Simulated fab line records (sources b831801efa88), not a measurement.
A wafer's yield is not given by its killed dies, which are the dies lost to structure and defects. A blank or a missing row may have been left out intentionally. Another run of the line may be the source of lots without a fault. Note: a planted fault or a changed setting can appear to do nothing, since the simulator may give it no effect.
One fault seen from 2 desks | flow gf180mcu | what lay behind the numbers comes last; until then each desk has only its own

## DESK OF THE TOOL OWNER: rieSi-01
The tool's own readings at GF_POLY_GATE_ETCH_13 (etches poly-Si in HBr/Cl2, stops on SiO2, target depth 198.5 nm, time 72.55 s): means of the sampled wafers that have a number, for each lot that ran on this tool. A lot is out of limits, marked OUT, if its mean lies more than 4 standard deviations from the usual mean; the brackets give that distance.
Columns: A = drypumpMotorCurrentA at GF_POLY_GATE_ETCH_13, usual 5.9 A; B = oesProductAu at GF_POLY_GATE_ETCH_13, usual 0.984 a.u.; C = throttleValvePct at GF_POLY_GATE_ETCH_13, usual 33.686 %
lot  | first seen here | A   | B     | C
L650 | day 9 19:16     | 5.7 | 0.987 | 33.685
L652 | day 10 06:37    | 5.5 | 0.977 | 33.683
L657 | day 11 20:16    | 5.9 | 0.990 | 33.691
L659 | day 12 09:10    | 5.7 | 0.990 | 33.684
L661 | day 13 04:34    | 6.0 | 0.994 | 33.690
L662 | day 13 07:40    | 5.3 | 0.995 | 33.680
L671 | day 16 04:04    | 5.5 | 0.986 | 33.699
Finding of this desk: none of the 7 lots has anything out of limits.

## AT THE METROLOGY DESK
Means of the sampled wafers that have a number, per lot and without regard to the tool the lot ran on: this is what the gauges read. A lot is out of limits, marked OUT, if its mean lies more than 4 standard deviations from the usual mean; the brackets give that distance.
Columns: A = HV_LDD_OVL at GF_HV_LDD_OVL_MEAS_08, usual -0.4 nm; B = cdNm at GF_HV_LDD_CD_MEAS_31, usual 400.5 nm
lot  | first seen here | A    | B
L648 | day 10 02:23    | -0.3 | 396.3
L649 | day 10 05:56    | -0.2 | 398.8
L650 | day 10 16:50    | -0.2 | 402.6
L651 | day 10 19:59    | 0.6  | 396.4
L652 | day 11 02:53    | 2.7  | 400.2
L654 | day 11 21:50    | 0.2  | 399.3
L657 | day 12 20:54    | 0.1  | 399.8
L659 | day 13 06:23    | -0.3 | 400.9
L661 | day 14 03:35    | -1.3 | 400.5
L662 | day 14 06:23    | -0.4 | 404.4
L663 | day 14 16:29    | -0.1 | 398.7
L664 | day 14 21:23    | 0.9  | 402.1
L671 | day 17 05:08    | -0.0 | 399.2
Finding of this desk: none of the 13 lots has anything out of limits.

## ALL TOGETHER
The desk of the tool owner found nothing out of limits.
From the metrology desk's view, nothing was out of limits.

## WHAT THE SIMULATOR HAD INSERTED
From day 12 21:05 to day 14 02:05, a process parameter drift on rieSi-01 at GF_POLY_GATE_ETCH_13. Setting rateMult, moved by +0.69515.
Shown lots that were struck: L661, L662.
